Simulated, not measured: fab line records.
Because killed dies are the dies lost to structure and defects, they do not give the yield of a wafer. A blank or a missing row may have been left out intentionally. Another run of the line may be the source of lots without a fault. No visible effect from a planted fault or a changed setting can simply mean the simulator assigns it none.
The tool behind it: which one? | flow sky130 | 18 wafers from 6 lots sampled at 3 of the route's 708 steps

## WHAT THE GAUGES READ, wafer by wafer
SKY_CONTACT_CD_MEAS_14 targets a cd of 170 nm.
lot  | measured     | on        | cd-nm (nm)
L844 | day 32 07:54 | cd-sem-02 | 168.4 168.2 168.5
L846 | day 32 22:37 | cd-sem-01 | 169.2 169.8 169.6
L850 | day 34 23:52 | cd-sem-02 | 167.1 168.6 167.9
L854 | day 36 05:59 | cd-sem-01 | 170.7 171.6 172.5
L859 | day 37 08:58 | cd-sem-02 | 171.3 170.5 170.8
L864 | day 38 14:59 | cd-sem-02 | 168.4 168.1 168.8

## WHICH TOOL RAN EACH LOT (tool, then ch and the chambers of the sampled wafers, then the start)
lot  | SKY_LI_CONTACT_ETCH_14             | SKY_CONTACT_EXPOSE_11
L844 | rie-diel-03 ch 1,3, day 29 22:41   | krf-scanner-01 ch 0, day 31 18:13
L846 | rie-diel-04 ch 0,2,3, day 30 13:46 | krf-scanner-02 ch 0, day 32 09:50
L850 | rie-diel-03 ch 1,2, day 32 16:02   | krf-scanner-02 ch 0, day 34 10:50
L854 | rie-diel-02 ch 1,2,3, day 33 22:07 | krf-scanner-02 ch 0, day 35 17:06
L859 | rie-diel-03 ch 0,3, day 35 02:13   | krf-scanner-02 ch 0, day 36 19:38
L864 | rie-diel-04 ch 0,2,3, day 36 09:01 | krf-scanner-01 ch 0, day 38 02:56
- SKY_LI_CONTACT_ETCH_14: etches BARC in N2/H2, stops on SiO2, time 45.9 s, target depth 60 nm.
- SKY_CONTACT_EXPOSE_11: exposes mask CTM1, target cd 170 nm.

## THE ANSWER, worked out from the rows above alone
Rule: the lots themselves supply what counts as usual. Put in order of their means at a reading, lots are off if they are a third of the lots or fewer, leave a main group of 4 or more, and stand apart from it by a gap of 3 or more times the standard deviation of the main group's means; of several such gaps the widest counts. A main group whose means are all the same, to the digits that the tables above print for the reading, isn't used. Also off: a lot with no number at a reading for which 4 or more lots have one. All remaining lots with rows at the step are treated as sound.
No lot is off at any reading shown: from this, nothing can be told.

## WHAT THE SIMULATOR HAD INSERTED
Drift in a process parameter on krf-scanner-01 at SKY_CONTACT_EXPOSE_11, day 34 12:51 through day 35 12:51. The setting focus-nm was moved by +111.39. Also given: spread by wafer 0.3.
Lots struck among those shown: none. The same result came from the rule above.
